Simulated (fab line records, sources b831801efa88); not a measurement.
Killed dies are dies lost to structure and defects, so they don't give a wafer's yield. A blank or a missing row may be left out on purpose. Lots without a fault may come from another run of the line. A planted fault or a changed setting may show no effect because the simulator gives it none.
Chamber matching | flow sky130 | SKY_FIELD_ISO_ETCH_17 on rie_si-01: 4 sister chambers
The step etches Si in HBr/Cl2/O2, target depth 342 nm, time 97.7 s. 8 wafers are shown with their chamber, then 7 later ones without.

WAFERS WITH THEIR CHAMBER
wafer  | chamber | drypump_motor_current_A (A) | run_length_s (s)
L391.5 | 2       | 4.9                         | 126.2
L393.1 | 2       | 4.9                         | 126.1
L393.5 | 1       | 4.9                         | 126.0
L398.1 | 1       | 4.8                         | 126.8
L398.3 | 0       | 6.4                         | 125.9
L398.4 | 3       | 6.2                         | 125.9
L399.2 | 0       | 6.4                         | 126.0
L399.4 | 3       | 6.2                         | 125.7

WAFERS WITHOUT THEIR CHAMBER
wafer  | drypump_motor_current_A (A) | run_length_s (s)
L399.6 | 6.2                         | 125.3
L402.2 | 4.8                         | 126.3
L402.3 | 6.4                         | 125.8
L402.6 | 6.2                         | 126.0
L409.5 | 4.8                         | 126.1
L410.1 | 4.9                         | 126.1
L410.6 | 4.9                         | 125.9

WHICH CHAMBER EACH WENT THROUGH
wafer  | from the rows above     | in truth
L399.6 | 3                       | 3
L402.2 | can't be placed: 1 or 2 | 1
L402.3 | 0                       | 0
L402.6 | 3                       | 3
L409.5 | can't be placed: 1 or 2 | 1
L410.1 | can't be placed: 2 or 1 | 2
L410.6 | can't be placed: 2 or 1 | 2
Placed correctly: 3 of 7. Can't be placed from these rows: 4 (the true chamber is among the candidates in 4). Placed wrongly: 0.
How it was worked out, from the rows above alone: a wafer's distance from a chamber is the root of the sum, over the readings, of the square of ((its reading less the chamber's mean) divided by the reading's scatter). The wafer belongs to the nearest chamber; if the next one is less than 2 further off, it can't be placed. A chamber's mean is the mean of its shown wafers. The scatter: the root of (the sum of the squares of (reading less its chamber's mean) over the shown wafers, divided by (wafers less chambers)).
